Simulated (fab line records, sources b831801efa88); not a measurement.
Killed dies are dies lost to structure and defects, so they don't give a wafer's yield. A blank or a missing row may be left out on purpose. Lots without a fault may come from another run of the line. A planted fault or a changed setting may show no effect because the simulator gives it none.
Problem report in the 8D (eight disciplines) form, filled by code | flow gf180mcu | the parts of the form that need people (team, actions taken, sign-off) are left out

1. THE PROBLEM
MVSD_RS at GF_VT_IMPLANT_RS_MEAS_46 reads a mean of 441.4 ohm/sq on 6 wafers of 2 lots; wafers without a fault read 456.7 ohm/sq with a standard deviation of 1.1. That is -14 standard deviations from the usual mean.
The step: measures by four-point-probe.
First seen on wafer L825.1, day 10 09:17, on film_metro-01. The record holds 39 wafers of 13 lots with a number at this step. Rule for "out", or "out of limits": more than 4 standard deviations from the usual mean. The other wafers with a number count as sound.

2. WHAT IT IS AND WHAT IT IS NOT
question                    | is                     | is not
which readings at this step | MVSD_RS                | -
which lots                  | L825, L827             | L815, L817, L818, L819, L820, L824, L828, L829, L830, L836, L837
which wafers of those lots  | all that have a number | -
read on which gauges        | film_metro-01          | film_metro-02, film_metro-04
when                        | from day 10 09:17      | up to then (18 sound wafers); but 15 sound wafers of L828, L829, L830, L836, L837 came after

3. SUSPECTS, AND WHAT RULES EACH OUT
Counting: a tool at a process step up to the reading stays a suspect if it ran every lot that is out and no sound lot after the first of them.
- the gauge at GF_VT_IMPLANT_RS_MEAS_46: ruled out. All the wafers that are out were read on film_metro-01, but those of them that GF_MVSD_IMPLANT_08 has rows for are out there too, on other tools.
- implanter-04 at GF_MVSD_IMPLANT_08: kept. It ran every lot that is out, first L825 (day 6 20:05), and no sound lot after that; its last sound lot up to then is L824 (day 6 12:47). Its own readings are out on those wafers: beam_energy_keV.
Left after counting: implanter-04 at GF_MVSD_IMPLANT_08.

4. THE CAUSE (what the simulator had put in)
Process parameter drift: implanter-04, from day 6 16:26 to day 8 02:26, at GF_MVSD_IMPLANT_08. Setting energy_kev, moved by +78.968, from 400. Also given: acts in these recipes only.
Counting left only this tool.

5. THE CHAIN OF EFFECTS, in route order
Each row: a reading whose mean over the struck wafers that have a number lies more than 3 standard deviations from the usual. Only readings for which the record gives a usual standard deviation are gone through. hours: the time from each lot's start at the first step in this table that gives one to its start at this step, as a median over the lots. sigmas: the change in usual standard deviations.
hours | step                     | reading         | usual        | on struck wafers | change | sigmas
0     | GF_MVSD_IMPLANT_08       | beam_energy_keV | 400.02       | 478.94           | +78.93 | +99 or more
86    | GF_VT_IMPLANT_RS_MEAS_46 | MVSD_RS         | 456.7 ohm/sq | 441.4            | -15.3  | -14
The process steps in it:
- GF_MVSD_IMPLANT_08
Later measuring or inspecting steps at which every struck wafer that the step has a row for has a number for every such reading, and none has moved that far: GF_VT_IMPLANT_RS_MEAS_49, GF_HV_LDD_THK_MEAS_57.

6. WHAT WOULD HAVE CAUGHT IT SOONER
In this record the first reading out of limits at a measuring or inspecting step was taken at day 10 09:17, 89 hours after the fault began at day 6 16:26.
The tool's own readings at GF_MVSD_IMPLANT_08 were out on every struck wafer that the step has a row for (beam_energy_keV): an alarm limit on them would have fired on the first of those.
All the lots that are out (2) had begun GF_MVSD_IMPLANT_08 on implanter-04 by day 10 09:17. A hold on the tool at that time would have spared none of them.
